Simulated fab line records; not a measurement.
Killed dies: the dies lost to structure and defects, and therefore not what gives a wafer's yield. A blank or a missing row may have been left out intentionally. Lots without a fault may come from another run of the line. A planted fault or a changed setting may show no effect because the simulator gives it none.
A sampling plan put to the test | flow gf180mcu | each of the 14 faults these records tell of, on one fab line, judged from the records of the lots it struck
The line's own looks make up the plan; these are the steps of the route where a gauge or inspection reads the wafer and leaves it unchanged. A look is open to judgement when struck wafers have a number at it and the file gives its usual mean and standard deviation on fault-free wafers. Caught: a look later than the fault's first step finds the struck wafers' mean 4 or more of those standard deviations (sigma) from the usual mean. On the tool: the fault's steps, tested the same way using the tool's own readings. It also counts as caught if the struck wafers ran another recipe or if their record alone is blank.

== THE FAULTS, as the simulator had put them in ==
1. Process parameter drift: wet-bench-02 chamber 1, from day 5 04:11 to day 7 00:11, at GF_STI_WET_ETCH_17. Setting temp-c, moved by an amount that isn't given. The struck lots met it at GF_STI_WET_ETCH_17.
2. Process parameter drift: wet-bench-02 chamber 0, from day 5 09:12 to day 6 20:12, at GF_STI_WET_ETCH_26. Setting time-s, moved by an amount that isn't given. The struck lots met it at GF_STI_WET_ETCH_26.
3. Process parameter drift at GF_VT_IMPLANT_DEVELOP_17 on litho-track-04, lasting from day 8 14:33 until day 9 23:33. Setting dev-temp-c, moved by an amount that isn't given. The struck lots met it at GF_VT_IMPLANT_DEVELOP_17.
4. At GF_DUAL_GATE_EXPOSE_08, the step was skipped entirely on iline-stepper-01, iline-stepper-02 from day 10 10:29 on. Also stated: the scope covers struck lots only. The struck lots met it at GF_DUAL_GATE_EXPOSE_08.
5. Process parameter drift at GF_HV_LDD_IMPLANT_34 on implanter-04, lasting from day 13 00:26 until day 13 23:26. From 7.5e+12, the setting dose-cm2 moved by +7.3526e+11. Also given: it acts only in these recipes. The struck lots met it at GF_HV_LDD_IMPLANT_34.
6. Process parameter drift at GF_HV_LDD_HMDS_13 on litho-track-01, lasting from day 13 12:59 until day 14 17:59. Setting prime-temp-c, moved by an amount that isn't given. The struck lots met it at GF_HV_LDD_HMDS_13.
7. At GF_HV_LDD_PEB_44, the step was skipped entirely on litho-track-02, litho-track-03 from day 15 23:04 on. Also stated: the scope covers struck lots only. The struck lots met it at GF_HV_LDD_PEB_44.
8. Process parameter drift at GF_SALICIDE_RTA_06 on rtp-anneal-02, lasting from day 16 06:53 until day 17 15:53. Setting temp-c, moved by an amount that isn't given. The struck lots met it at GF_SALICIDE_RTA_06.
9. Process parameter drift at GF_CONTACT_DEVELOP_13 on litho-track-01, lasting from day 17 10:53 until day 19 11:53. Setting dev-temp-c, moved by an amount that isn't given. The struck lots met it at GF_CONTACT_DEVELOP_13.
10. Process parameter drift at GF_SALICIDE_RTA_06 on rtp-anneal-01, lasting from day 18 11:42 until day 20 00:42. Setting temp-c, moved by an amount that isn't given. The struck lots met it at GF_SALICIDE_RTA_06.
11. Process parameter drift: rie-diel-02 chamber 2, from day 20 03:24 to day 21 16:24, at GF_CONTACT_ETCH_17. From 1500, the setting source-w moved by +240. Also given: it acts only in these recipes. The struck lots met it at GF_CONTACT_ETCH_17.
12. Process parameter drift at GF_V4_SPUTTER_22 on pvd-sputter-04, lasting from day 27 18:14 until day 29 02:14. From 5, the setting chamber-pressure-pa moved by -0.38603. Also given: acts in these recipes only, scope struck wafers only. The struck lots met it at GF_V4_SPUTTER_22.
13. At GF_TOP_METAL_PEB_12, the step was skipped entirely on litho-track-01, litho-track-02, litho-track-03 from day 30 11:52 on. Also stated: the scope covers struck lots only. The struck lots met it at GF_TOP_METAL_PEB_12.
14. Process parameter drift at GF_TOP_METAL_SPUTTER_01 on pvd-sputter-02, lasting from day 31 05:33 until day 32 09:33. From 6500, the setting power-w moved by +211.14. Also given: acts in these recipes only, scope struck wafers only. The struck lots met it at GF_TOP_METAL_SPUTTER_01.

== WHAT THE PLAN SAW ==
fault | on the tool itself                      | first look that catches it                      | reading, sigma | median hours from its first step to that look | hours from the fault's start to the first struck lot there | judged looks passed uncaught
1     | temp-c -99 or beyond sigma              | none of the 2 looks that can be judged after it | -              | -                                             | -                                                          | 2
2     | run-length-s -21 sigma                  | no look after it can be judged                  | -              | -                                             | -                                                          | 0
3     | developer-temp-C -9.2 sigma             | not the one look that can be judged after it    | -              | -                                             | -                                                          | 1
4     | no reading that can be judged           | no look after it can be judged                  | -              | -                                             | -                                                          | 0
5     | dose-ions-cm2 +87 sigma                 | no look after it can be judged                  | -              | -                                             | -                                                          | 0
6     | prime-temp-c +24 sigma                  | not the one look that can be judged after it    | -              | -                                             | -                                                          | 1
7     | no reading that can be judged           | not the one look that can be judged after it    | -              | -                                             | -                                                          | 1
8     | only faintly: lamp-power-pct -3.4 sigma | not the one look that can be judged after it    | -              | -                                             | -                                                          | 1
9     | developer-temp-C +6.8 sigma             | no look after it can be judged                  | -              | -                                             | -                                                          | 0
10    | wafer_temp_C_max -99 or beyond sigma    | none of the 2 looks that can be judged after it | -              | -                                             | -                                                          | 2
11    | rf-fwd-power-W +46 sigma                | not the one look that can be judged after it    | -              | -                                             | -                                                          | 1
12    | chamber-pressure-pa -41 sigma           | not the one look that can be judged after it    | -              | -                                             | -                                                          | 1
13    | no reading that can be judged           | no look after it can be judged                  | -              | -                                             | -                                                          | 0
14    | cathode-dc-power-W +99 or beyond sigma  | no look after it can be judged                  | -              | -                                             | -                                                          | 0
A dash: the fault is not caught, or the number is missing from these records.

Caught at a look: 0 of 14. Caught on the tool: 10 of 14. By one or the other: 10 of 14.
Faults caught by the tool alone: 1, 2, 3, 5, 6, 9, 10, 11, 12, 14.
Caught by neither: faults 4, 7, 8, 13.
